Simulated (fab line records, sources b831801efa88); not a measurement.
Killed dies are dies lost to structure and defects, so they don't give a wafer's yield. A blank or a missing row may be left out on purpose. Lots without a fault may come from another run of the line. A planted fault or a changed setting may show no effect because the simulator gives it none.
One fault seen from 2 desks | flow sky130 | each desk has only its own numbers; what lay behind them comes last

THE METROLOGY DESK
What the gauges read, lot by lot, whatever tool the lot ran on: means of the sampled wafers that have a number. A lot is out of limits, marked OUT, if its mean lies more than 4 standard deviations from the usual mean; the brackets give that distance.
Columns: A = CAPM_CVD_00_THK at SKY_CAPM_THK_MEAS_01, usual 15.50 nm; B = CAPM_TIN_THK at SKY_CAPM_THK_MEAS_04, usual 202.4 nm
lot  | first seen here | A               | B
L856 | day 36 01:56    | 15.41           | 200.5
L857 | day 36 20:04    | 15.52           | 201.6
L858 | day 36 21:05    | 15.43           | 202.1
L859 | day 37 10:57    | 15.55           | 199.1
L862 | day 38 16:59    | 15.48           | 203.9
L864 | day 38 23:14    | 26.41 (+50) OUT | -
L868 | day 40 04:59    | 15.66           | 199.3
L869 | day 40 15:29    | 26.40 (+50) OUT | -
L870 | day 40 16:11    | 15.45           | 202.8
L871 | day 41 11:31    | 15.36           | 202.4
L873 | day 41 22:46    | 15.18           | 202.2
L879 | day 43 16:46    | 15.32           | 205.4
L878 | day 44 18:28    | 15.70           | 201.5
This desk's finding: out of limits on L864, L869; first on L864, day 38 23:14 (CAPM_CVD_00_THK at SKY_CAPM_THK_MEAS_01). In limits: L856, L857, L858, L859, L862, L868, L870, L871, L873, L879, L878.

THE TOOL OWNER'S DESK: pecvd-01
The tool's own readings at SKY_CAPM_CVD_00 (deposits SiO2, target thk 15.5 nm): means of the sampled wafers that have a number, for each lot that ran on this tool. A lot is out of limits, marked OUT, if its mean lies more than 4 standard deviations from the usual mean; the brackets give that distance.
Columns: A = heater_power_w at SKY_CAPM_CVD_00, usual 679 W
lot  | first seen here | A
L858 | day 36 21:04    | 713
L864 | day 38 23:12    | 598
L869 | day 40 15:28    | 607
L878 | day 44 18:27    | 624
This desk's finding: nothing out of limits on any of the 4 lots.

PUT TOGETHER
The metrology desk could have raised an alarm at day 38 23:14, on L864, L869.
The tool owner's desk saw nothing out of limits.
The tool owner's desk has L864, L869 on record, within its limits.
Of the lots named, all ran SKY_CAPM_CVD_00 on pecvd-01.

WHAT THE SIMULATOR HAD PUT IN
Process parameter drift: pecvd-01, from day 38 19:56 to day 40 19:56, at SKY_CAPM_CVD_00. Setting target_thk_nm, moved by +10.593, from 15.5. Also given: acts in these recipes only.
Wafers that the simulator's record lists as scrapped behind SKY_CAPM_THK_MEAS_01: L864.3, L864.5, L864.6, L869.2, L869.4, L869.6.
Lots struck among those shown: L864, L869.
Hours from the fault's start to each desk's first reading out of limits: the metrology desk, 3.
